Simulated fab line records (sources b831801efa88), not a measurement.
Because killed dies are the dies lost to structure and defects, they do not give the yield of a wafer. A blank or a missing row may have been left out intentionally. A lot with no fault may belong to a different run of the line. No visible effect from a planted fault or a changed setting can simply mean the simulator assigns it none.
A single fault, viewed from 2 desks | flow sky130 | every desk sees just its own numbers, and what lay behind them comes last

== AT THE METROLOGY DESK ==
Means of the sampled wafers that have a number, per lot and without regard to the tool the lot ran on: this is what the gauges read. A lot is out of limits, marked OUT, if its mean lies more than 4 standard deviations from the usual mean; the brackets give that distance.
Columns: A = cd-nm at SKY_METAL2_CD_MEAS_15, usual 139.9 nm; B = VIA2_BOW at SKY_VIA2_BOW_MEAS_03, usual 83 um; C = CAPM_CVD_00_THK at SKY_CAPM_THK_MEAS_01, usual 15.45 nm
lot  | first seen here | A     | B  | C
L783 | day 34 16:35    | 139.8 | 83 | 15.50
L784 | day 35 10:25    | 142.8 | 76 | 15.42
L785 | day 36 01:49    | 140.5 | 80 | 15.41
L788 | day 36 19:43    | 140.9 | 93 | 15.41
L789 | day 37 06:55    | 139.0 | 84 | 15.54
L791 | day 37 20:46    | 139.6 | 87 | 15.48
L796 | day 39 06:38    | 140.6 | 72 | 15.42
L799 | day 40 08:46    | 141.1 | 83 | 9.41 (-34) OUT
L800 | day 40 15:07    | 140.4 | 85 | 13.33 (-12) OUT
L802 | day 41 17:49    | 139.3 | 75 | 15.27
L803 | day 41 19:04    | 142.0 | 85 | 15.39
L806 | day 42 06:41    | 138.9 | 89 | 15.42
Finding of this desk: L799, L800 out of limits, first seen on L799 at day 41 11:47 (CAPM_CVD_00_THK at SKY_CAPM_THK_MEAS_01). Within limits: L783, L784, L785, L788, L789, L791, L796, L802, L803, L806.

== TOOL OWNER'S DESK, pecvd-02 ==
The tool's own readings at SKY_CAPM_CVD_00 (deposits SiO2, target thk 15.5 nm): means of the sampled wafers that have a number, for each lot that ran on this tool. A lot is out of limits, marked OUT, if its mean lies more than 4 standard deviations from the usual mean; the brackets give that distance.
Columns: A = heater-power-w at SKY_CAPM_CVD_00, usual 750 W
lot  | first seen here | A
L783 | day 35 22:12    | 751
L796 | day 40 10:52    | 784
L799 | day 41 11:44    | 844
L800 | day 41 17:53    | 742
This desk's finding: nothing out of limits on any of the 4 lots.

== PUT TOGETHER ==
The metrology desk could have raised an alarm at day 41 11:47, on L799, L800.
Nothing out of limits was seen by the tool owner's desk.
Tool owner's desk: L799, L800 on record, inside its limits.
All the named lots went through SKY_CAPM_CVD_00 on pecvd-02.

== WHAT HAD BEEN PUT IN BY THE SIMULATOR ==
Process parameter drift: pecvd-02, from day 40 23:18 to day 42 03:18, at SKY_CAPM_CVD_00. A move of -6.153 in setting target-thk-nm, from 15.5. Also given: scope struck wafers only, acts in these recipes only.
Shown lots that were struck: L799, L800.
Time in hours between the start of the fault and the first out-of-limits reading at each desk: metrology desk, 12.
